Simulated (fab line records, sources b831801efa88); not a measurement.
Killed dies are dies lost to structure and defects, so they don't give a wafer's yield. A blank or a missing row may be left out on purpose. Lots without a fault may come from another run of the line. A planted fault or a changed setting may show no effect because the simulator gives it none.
fab line records | flow gf180mcu
record lots=12 wafers=35 last_day=34
route steps=602 shown SALICIDE@284 CONTACT@296 V1@352
lots that met no fault: from a run of the same line without faults
start_h: hours from the record's first day to the start of the lot's first wafer shown | wait_h: hours since the lot's step before | " the same as in the row above | L1.1+2: a row that stands for several wafers | - no value, or no start given | * or withheld: withheld | < > ~ a bound
route shown NAME@n: a module of which the file shows steps, and the number in the route of the first | usual: mean/standard deviation of fault-free wafers | same: alike in all rows | chamber/n: place in a boat | sites: the reading at each site | _std_site: their standard deviation | _edge_site: outer sites' mean less inner sites' | radius_mm: how far each site lies from the wafer's centre | mask NAME#n: copy n | behind: the tool/chamber that last shaped the wafer | hold: why the lot was held/for how many hours/how that ended | device: the transistor (n, p or np) that didn't switch | end of line: the same wafers' tests at the end of the route | a step without rows: its recipe alone | killed: dies lost to structure and defects at the first sort, not the wafer's yield | map: a wafer's dies, x killed, . not, _ none there
set.NAME: the setting as run; set.NAME@STEP: as run at that earlier step | model.NAME: the simulator's own value behind a step, which no gauge read
steps of the route over a sample of lots; a table a step, a row a wafer
services: from which hour (start_h, from the record's first day; less than 0 if before it) a tool's chamber was out of use, for how many hours, and why
## steps
# step GF_SALICIDE_RTA_06
# recipe temp_c=530 time_s=30 ambient=N2
# usual lamp_power_pct=6.8/0.92 wafer_temp_C_max=532.2/0.62
# columns lot.wafer tool chamber start_h wait_h lamp_power_pct wafer_temp_C_max
L950.1 rtp_anneal-02 0 333.27 0.1 7.8 532.5
L950.5 " 0 " " 7.8 533.5
L950.6 " 0 " " 7.8 533.4
L951.3 rtp_anneal-01 0 347.13 0.1 5.9 532.0
L951.5 " 0 " " 5.9 531.6
L951.6 " 0 " " 5.9 532.4
L953.1 rtp_anneal-01 0 356.13 0.1 6.0 531.8
L953.3 " 0 " " 5.9 532.6
L953.4 " 0 " " 5.9 532.7
L952.1 rtp_anneal-02 0 362.93 0.1 7.8 532.6
L952.2 " 0 " " 7.8 532.9
L952.5 " 0 " " 7.8 533.8
L954.3 rtp_anneal-02 0 365.48 0.1 7.8 532.4
L954.4 " 0 " " 7.8 533.2
L954.5 " 0 " " 7.8 532.5
L959.1 rtp_anneal-02 0 414.98 0.1 7.8 532.2
L959.2 " 0 " " 7.8 531.9
L962.1 rtp_anneal-02 0 442.04 0.1 7.8 532.3
L962.2 " 0 " " 7.8 532.9
L962.3 " 0 " " 7.8 532.3
L969.3 rtp_anneal-01 0 498.76 0.1 5.9 533.3
L969.4 " 0 " " 5.9 531.9
L969.5 " 0 " " 5.9 531.9
L970.3 rtp_anneal-02 0 515.11 0.1 7.8 532.2
L970.5 " 0 " " 7.8 533.7
L970.6 " 0 " " 7.8 532.9
L971.1 rtp_anneal-01 0 522.00 0.1 5.9 531.6
L971.3 " 0 " " 6.0 531.6
L971.5 " 0 " " 5.9 532.4
L972.2 rtp_anneal-01 0 530.89 0.1 5.9 532.0
L972.3 " 0 " " 6.0 532.2
L972.6 " 0 " " 5.9 531.2
L973.3 rtp_anneal-01 0 534.82 0.1 5.9 531.2
L973.4 " 0 " " 5.9 531.7
L973.6 " 0 " " 5.9 531.8
# step GF_CONTACT_COAT_09
# recipe resist=KrF spin_rpm=withheld resist_thk_nm=1000
# usual resist_line_temp_C=22.99/0.12
# columns lot.wafer tool chamber start_h wait_h resist_line_temp_C
L950.1 litho_track-01 0 344 - 23.07
L950.5 " 0 " " 22.89
L950.6 " 0 " " 23.24
L951.3 litho_track-04 0 358 - 22.91
L951.5 " 0 " " 22.87
L951.6 " 0 " " 22.97
L953.1 litho_track-01 0 367 - 23.18
L953.3 " 0 " " 23.06
L953.4 " 0 " " 23.19
L952.1 litho_track-02 0 374 - 22.75
L952.2 " 0 " " 22.86
L952.5 " 0 " " 22.80
L954.3 litho_track-02 0 377 - 22.78
L954.4 " 0 " " 22.97
L954.5 " 0 " " 22.97
L959.1 litho_track-01 0 427 - 22.96
L959.2 " 0 " " 22.94
L962.1 litho_track-01 0 454 - 22.83
L962.2 " 0 " " 22.89
L962.3 " 0 " " 22.93
L969.3 litho_track-04 0 511 - 23.18
L969.4 " 0 " " 23.06
L969.5 " 0 " " 23.13
L970.3 litho_track-04 0 527 - 23.13
L970.5 " 0 " " 22.99
L970.6 " 0 " " 23.05
L971.1 litho_track-02 0 534 - 23.25
L971.3 " 0 " " 23.10
L971.5 " 0 " " 23.35
L972.2 litho_track-02 0 542 - 22.92
L972.3 " 0 " " 23.16
L972.6 " 0 " " 22.88
L973.3 litho_track-04 0 546 - 23.05
L973.4 " 0 " " 23.13
L973.6 " 0 " " 23.09
# step GF_CONTACT_CD_MEAS_14
# recipe target_cd_nm=220
# usual cd_nm=221.0/1.2
# columns lot.wafer tool chamber start_h wait_h cd_nm
L950.1 cd_sem-01 - 355.10 0.1 220.4
L950.5 " - " " 220.4
L950.6 " - " " 220.7
L951.3 cd_sem-02 - 369.29 0.1 220.9
L951.5 " - " " 221.5
L951.6 " - " " 221.5
L953.1 cd_sem-01 - 379.39 0.1 221.8
L953.3 " - " " 221.6
L953.4 " - " " 222.0
L952.1 cd_sem-02 - 386.45 0.1 223.8
L952.2 " - " " 223.3
L952.5 " - " " 222.6
L954.3 cd_sem-02 - 389.58 0.1 221.4
L954.4 " - " " 220.7
L954.5 " - " " 221.2
L959.1 cd_sem-01 - 439.94 0.1 219.1
L959.2 " - " " 216.0
L962.1 cd_sem-02 - 467.20 0.1 222.2
L962.2 " - " " 216.6
L962.3 " - " " 221.7
L969.3 cd_sem-01 - 522.83 0.1 219.7
L969.4 " - " " 218.4
L969.5 " - " " 220.7
L970.3 cd_sem-01 - 538.89 0.1 218.8
L970.5 " - " " 220.6
L970.6 " - " " 220.3
L971.1 cd_sem-02 - 546.20 0.3 221.1
L971.3 " - " " 220.9
L971.5 " - " " 221.3
L972.2 cd_sem-01 - 554.42 0.1 220.8
L972.3 " - " " 219.9
L972.6 " - " " 219.8
L973.3 cd_sem-01 - 557.68 0.1 220.5
L973.4 " - " " 220.1
L973.6 " - " " 221.1
# step GF_CONTACT_ETCH_16
# recipe chemistry=N2/H2 target_depth_a=withheld overetch_a=withheld time_s=withheld target=BARC ion_energy_ev=200 source_w=500 bias_w=100 pressure_mtorr=30 n2_flow_sccm=100 h2_flow_sccm=200
# usual drypump_motor_current_A=6.0/0.39 n2_flow_sccm=100.0/0.32 oes_product_au=0.855/0.0048 throttle_valve_pct=13.226/0.0088
# columns lot.wafer tool chamber start_h wait_h drypump_motor_current_A n2_flow_sccm oes_product_au throttle_valve_pct
L950.1 rie_diel-04 3 355.26 0.0 6.3 100.1 0.846 13.219
L950.5 " 3 " " 6.3 99.8 0.858 13.212
L950.6 " 0 " " 6.1 100.1 0.857 13.229
L951.3 rie_diel-03 0 369.41 0.0 6.2 99.8 0.853 13.234
L951.5 " 1 " " 5.6 100.6 0.848 13.235
L951.6 " 0 " " 6.2 99.2 0.848 13.212
L953.1 rie_diel-01 1 379.55 0.0 6.3 99.9 0.857 13.221
L953.3 " 3 " " 5.1 100.4 0.862 13.234
L953.4 " 2 " " 5.9 100.2 0.849 13.225
L952.1 rie_diel-04 0 386.61 0.0 6.0 100.1 0.852 13.216
L952.2 " 2 " " 6.5 100.1 0.852 13.241
L952.5 " 1 " " 5.6 99.7 0.851 13.221
L954.3 rie_diel-04 0 389.70 0.0 6.1 100.1 0.856 13.219
L954.4 " 2 " " 6.5 100.0 0.857 13.211
L954.5 " 2 " " 6.5 99.8 0.854 13.230
L959.1 rie_diel-03 1 440.10 0.0 5.7 99.7 0.859 13.234
L959.2 " 3 " " 6.4 99.8 0.850 13.224
L962.1 rie_diel-03 0 467.35 0.0 6.1 100.1 0.856 13.237
L962.2 " 2 " " 5.9 100.0 0.854 13.222
L962.3 " 3 " " 6.4 100.2 0.858 13.230
L969.3 rie_diel-01 3 522.95 0.0 5.1 100.1 0.863 13.221
L969.4 " 2 " " 5.9 99.4 0.862 13.229
L969.5 " 2 " " 5.9 99.5 0.858 13.232
L970.3 rie_diel-04 0 539.00 0.0 6.0 100.0 0.852 13.220
L970.5 " 1 " " 5.6 100.2 0.853 13.212
L970.6 " 0 " " 6.1 99.8 0.855 13.236
L971.1 rie_diel-03 1 546.35 0.0 5.6 99.9 0.847 13.231
L971.3 " 3 " " 6.4 99.9 0.862 13.214
L971.5 " 2 " " 5.8 99.5 0.851 13.217
L972.2 rie_diel-01 3 554.55 0.0 5.1 100.6 0.855 13.236
L972.3 " 1 " " 6.3 99.9 0.856 13.213
L972.6 " 0 " " 5.8 99.8 0.859 13.228
L973.3 rie_diel-04 3 557.80 0.0 6.3 100.0 0.844 13.237
L973.4 " 1 " " 5.6 100.0 0.854 13.226
L973.6 " 2 " " 6.5 100.2 0.852 13.222
# step GF_CONTACT_STRIP_18
# recipe chemistry=O2/N2 power_w=1400 pressure_mtorr=1500 platen_temp_c=250 o2_flow_sccm=3000 n2_flow_sccm=300 overash_fraction=0.5
# usual drypump_motor_current_A=5.6/0.47 heater_power_w=315/30 n2_flow_sccm=300.1/0.91 oes_product_au=0.579/0.0048
# columns lot.wafer tool chamber start_h wait_h drypump_motor_current_A heater_power_w n2_flow_sccm oes_product_au rf_hours_counter_h
L950.1 plasma_asher-02 0 355.42 - 4.9 311 300.2 0.574 25
L950.5 " 0 " " 4.9 316 300.1 0.582 -
L950.6 " 1 " " 5.7 264 301.4 0.573 -
L951.3 plasma_asher-01 1 369.60 - 6.2 315 299.3 0.581 -
L951.5 " 0 " " 5.5 327 301.0 0.573 -
L951.6 " 1 " " 6.2 317 299.4 0.578 -
L953.1 plasma_asher-01 0 379.71 - 5.5 323 299.9 0.586 73
L953.3 " 0 " " 5.5 325 298.7 0.578 -
L953.4 " 1 " " 6.2 312 299.9 0.580 -
L952.1 plasma_asher-01 1 386.77 - 6.2 314 300.5 0.576 74
L952.2 " 0 " " 5.5 323 300.1 0.577 74
L952.5 " 0 " " 5.5 323 299.6 0.577 -
L954.3 plasma_asher-02 1 389.90 - 5.7 254 300.4 0.576 -
L954.4 " 0 " " 4.9 310 301.5 0.583 -
L954.5 " 0 " " 4.8 312 300.9 0.580 -
L959.1 plasma_asher-02 1 440.26 - 5.7 260 299.7 0.579 34
L959.2 " 0 " " 4.9 317 300.9 0.624 34
L962.1 plasma_asher-02 0 467.52 - 4.9 315 300.2 0.584 38
L962.2 " 1 " " 5.7 253 301.3 0.627 38
L962.3 " 0 " " 4.9 319 299.8 0.583 -
L969.3 plasma_asher-01 0 523.14 - 5.5 327 299.1 0.578 -
L969.4 " 1 " " 6.2 309 301.2 0.576 -
L969.5 " 0 " " 5.5 321 298.9 0.587 -
L970.3 plasma_asher-02 1 539.20 - 5.7 260 302.5 0.576 -
L970.5 " 1 " " 5.7 267 300.9 0.578 -
L970.6 " 0 " " 4.9 308 298.5 0.570 -
L971.1 plasma_asher-02 0 546.52 - 4.9 312 301.4 0.582 47
L971.3 " 0 " " 4.9 312 302.0 0.578 -
L971.5 " 0 " " 4.9 308 300.7 0.580 -
L972.2 plasma_asher-01 0 554.72 - 5.5 322 299.4 0.577 90
L972.3 " 0 " " 5.5 318 300.7 0.570 -
L972.6 " 1 " " 6.2 313 300.3 0.587 -
L973.3 plasma_asher-01 0 557.99 - 5.5 330 299.9 0.583 -
L973.4 " 1 " " 6.2 309 299.8 0.580 -
L973.6 " 1 " " 6.2 315 299.8 0.578 -
# step GF_V1_ETCH_17
# recipe chemistry=C4F8/O2/Ar mask_material=KrF target=SiO2 stop_on=TiN source_w=1500 bias_w=1200 pressure_mtorr=40 c4f8_flow_sccm=withheld O2_flow_sccm=6 Ar_flow_sccm=300 time_s=withheld target_depth_a=6300
# usual oes_product_au=0.855/0.0045
# columns lot.wafer tool chamber start_h wait_h oes_product_au
L950.1 rie_diel-03 2 - - 0.852
L950.5 " 2 " " 0.855
L950.6 " 3 " " 0.856
L951.3 rie_diel-04 1 - - 0.859
L951.5 " 1 " " 0.856
L951.6 " 2 " " 0.862
L953.1 rie_diel-02 2 - - 0.857
L953.3 " 0 " " 0.861
L953.4 " 3 " " 0.864
L952.1 rie_diel-03 1 - - 0.860
L952.2 " 2 " " 0.854
L952.5 " 3 " " 0.854
L954.3 rie_diel-02 3 - - 0.852
L954.4 " 2 " " 0.855
L954.5 " 3 " " 0.847
L959.1 rie_diel-02 0 - - 0.862
L959.2 " 1 " " 0.857
L962.1 rie_diel-04 1 - - 0.852
L962.2 " 0 " " 0.861
L962.3 " 2 " " 0.852
L969.3 rie_diel-03 2 - - 0.857
L969.4 " 0 " " 0.859
L969.5 " 0 " " 0.852
L970.3 rie_diel-04 2 - - 0.862
L970.5 " 3 " " 0.851
L970.6 " 0 " " 0.853
L971.1 rie_diel-02 0 - - 0.850
L971.3 " 2 " " 0.859
L971.5 " 0 " " 0.848
L972.2 rie_diel-03 0 - - 0.859
L972.3 " 3 " " 0.845
L972.6 " 2 " " 0.846
L973.3 rie_diel-03 2 - - 0.862
L973.4 " 3 " " 0.854
L973.6 " 0 " " 0.855
## services
# columns tool chamber start_h hours kind
rie_diel-04 - 316.41 0.9 repair
rie_diel-03 0 342.69 - clean
rie_diel-03 0 342.69 23.4 scheduled_down
rie_diel-03 0 342.69 23.4 vent_cycle
rie_diel-01 - 352.04 0.1 repair
rie_diel-04 0 356.96 2.8 repair
rie_diel-04 1 361.96 4.0 repair
plasma_asher-01 - 366.53 0.6 repair
rie_diel-04 1 374.28 2.4 repair
rie_diel-03 1 380.35 4.9 repair
rie_diel-03 1 387.23 1.2 repair
rie_diel-03 1 388.44 - clean
rie_diel-03 1 388.44 18.2 scheduled_down
rie_diel-03 1 388.44 18.2 vent_cycle
rie_diel-02 3 418.20 1.6 repair
rie_diel-02 3 446.73 6.9 repair
rie_diel-02 0 470.74 15.1 repair
rie_diel-04 3 473.84 3.8 repair
rie_diel-03 2 488.65 5.1 repair
rie_diel-04 1 492.04 6.7 repair
plasma_asher-01 - 494.47 14.6 pm
plasma_asher-02 - 511.76 2.8 pm
rie_diel-04 2 532.73 9.7 repair
rie_diel-04 2 547.41 4.2 repair
## key
first_sign step=GF_CONTACT_CD_MEAS_14 reading=cd_nm direction=down sigmas=3.9 usual=221.0 struck=216.3
effect step=GF_CONTACT_STRIP_18 reading=oes_product_au direction=up sigmas=9.4 usual=0.579 struck=0.625
met_at GF_CONTACT_COAT_09
struck_lots L959,L962
struck_wafers L959.2,L962.2
tester_left_out L959,L962
not_acting_at GF_SALICIDE_RTA_06,GF_CONTACT_ETCH_16,GF_V1_ETCH_17
onset_between 367 427
fault kind=process_parameter_drift tool=litho_track-01 chamber=- onset_h=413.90 steps=GF_CONTACT_COAT_09 channel=resist_thk_nm offset=* shape=step end_h=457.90 scope=struck_wafers_only acts_in=* stated=*
# tester_left_out: of these lots the tester's yield and bins aren't shown, on N5 and GAA mostly nor the transistor test; their killed dies are dies lost to structure and defects alone, not to doping, threshold or leakage, so they don't give the yield
